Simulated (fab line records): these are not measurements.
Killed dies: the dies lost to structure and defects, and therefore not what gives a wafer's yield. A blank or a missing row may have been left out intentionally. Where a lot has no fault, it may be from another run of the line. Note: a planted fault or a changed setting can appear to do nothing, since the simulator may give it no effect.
Tool commonality check    flow sky130    Lots sampled 12, wafers sampled 36

WHY IT WAS OPENED
At SKY_LDD_LDN_TW_MEAS_13 the reading LDD_LDN_TW is flagged on 2 of 12 lots. Fault-free wafers read 1464, with a standard deviation of 8.3.
Rule: flag the lot when none of its wafers has a number, or when each of its wafers that has one lies beyond 4 standard deviations from that mean. All remaining lots are regarded as sound.

lot   measured      on             LDD_LDN_TW, wafer by wafer  flag
L626  day 22 10:25  film_metro-03  1480 1484 1488              
L628  day 23 10:07  film_metro-01  1462 1467 1465              
L629  day 23 13:51  film_metro-01  1463 1467 1469              
L631  day 25 00:40  film_metro-03  1466 1468 1467              
L632  day 25 12:37  film_metro-03  1466 1471 1462              
L634  day 26 06:28  film_metro-04  1464 1461 1469              
L637  day 27 10:56  film_metro-03  1560 1550 1548              FLAGGED
L639  day 28 01:08  film_metro-01  1563 1556 1555              FLAGGED
L644  day 29 14:18  film_metro-04  1470 1456 1462              
L647  day 30 03:15  film_metro-01  1470 1460 1464              
L648  day 30 05:37  film_metro-03  1457 1458 1460              
L649  day 30 18:15  film_metro-04  1457 1454 1470              
Average over the flagged lots: 1555; offset from the usual +91, equal to +11 standard deviations.

TOOL THAT RAN EACH LOT
The record keeps 1 process step preceding the reading, out of 708 steps on the route. Cell contents, in order: the tool; ch with the chambers the sampled wafers went through; the start.
lot   flag     SKY_LDD_LDN_IMPLANT_10
L626           implanter-02 ch 0, day 22 10:01
L628           implanter-01 ch 0, day 23 09:44
L629           implanter-04 ch 0, day 23 13:27
L631           implanter-02 ch 0, day 25 00:17
L632           implanter-02 ch 0, day 25 12:14
L634           implanter-02 ch 0, day 26 06:05
L637  FLAGGED  implanter-02 ch 0, day 27 09:56
L639  FLAGGED  implanter-01 ch 0, day 28 00:26
L644           implanter-01 ch 0, day 29 13:54
L647           implanter-01 ch 0, day 30 02:51
L648           implanter-04 ch 0, day 30 05:13
L649           implanter-01 ch 0, day 30 17:51
What is done by these steps:
- SKY_LDD_LDN_IMPLANT_10
- SKY_LDD_LDN_TW_MEAS_13

FLAGGED OVER TOTAL, TOOL BY TOOL (the gauges that took the reading come last)
step                    tool           lots run  flagged  share of the flagged lots  sound lots run after its first flagged lot
SKY_LDD_LDN_IMPLANT_10  implanter-01   5         1        some                       3 (L644,L647,L649)
SKY_LDD_LDN_IMPLANT_10  implanter-02   5         1        some                       0
SKY_LDD_LDN_IMPLANT_10  implanter-04   2         0        none                       -
SKY_LDD_LDN_TW_MEAS_13  film_metro-01  4         1        some                       1 (L647)
SKY_LDD_LDN_TW_MEAS_13  film_metro-03  5         1        some                       1 (L648)
SKY_LDD_LDN_TW_MEAS_13  film_metro-04  3         0        none                       -

WHAT THE TABLE ALLOWS
No row of the table ran every flagged lot.

WHAT THE SIMULATOR HAD INSERTED
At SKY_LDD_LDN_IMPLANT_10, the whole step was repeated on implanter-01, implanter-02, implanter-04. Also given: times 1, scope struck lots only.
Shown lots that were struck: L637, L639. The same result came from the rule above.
